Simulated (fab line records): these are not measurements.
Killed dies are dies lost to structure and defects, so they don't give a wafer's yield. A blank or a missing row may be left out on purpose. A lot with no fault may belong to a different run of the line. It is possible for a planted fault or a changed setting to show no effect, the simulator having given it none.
The tool behind it: which one? | flow gf180mcu | 21 wafers sampled from 7 lots at 1 step of a route of 602

## WHAT EACH GAUGE READ, for each wafer
GF_V3_THK_MEAS_01.
lot  | measured     | on            | V3_CVD_00_THK (nm)
L982 | day 22 05:43 | film_metro-03 | 605 594 598
L986 | day 23 13:21 | film_metro-02 | 615 597 617
L993 | day 25 22:32 | film_metro-02 | 591 591 582
L997 | day 27 10:08 | film_metro-03 | 608 605 598
L999 | day 27 16:54 | film_metro-02 | 602 607 596
L101 | day 28 07:42 | film_metro-03 | 604 597 602
L103 | day 28 22:28 | film_metro-03 | 593 604 594

## WHAT TOOL EACH LOT RAN ON (gives the tool, then ch and the chambers of the sampled wafers, and finally the start)
No process step before these readings appears in the record.

## THE ANSWER, worked out from the rows above alone
Rule: what is usual is taken from the lots themselves. The widest of any qualifying gaps counts: lots, ordered by their means at a reading, are off when they make up no more than a third of the lots, leave a main group of 4 or more, and stand apart from it by 3 or more times the standard deviation of that group's means. If all means in a main group match to the digits the tables above print for the reading, that group is not used. A lot without any number at a reading at which 4 lots or more have one is off too. Where the step has rows for the other lots, those lots are counted as sound.
No lot is off on any of the readings shown, so nothing can be concluded from this.

## WHAT WAS PUT IN BY THE SIMULATOR
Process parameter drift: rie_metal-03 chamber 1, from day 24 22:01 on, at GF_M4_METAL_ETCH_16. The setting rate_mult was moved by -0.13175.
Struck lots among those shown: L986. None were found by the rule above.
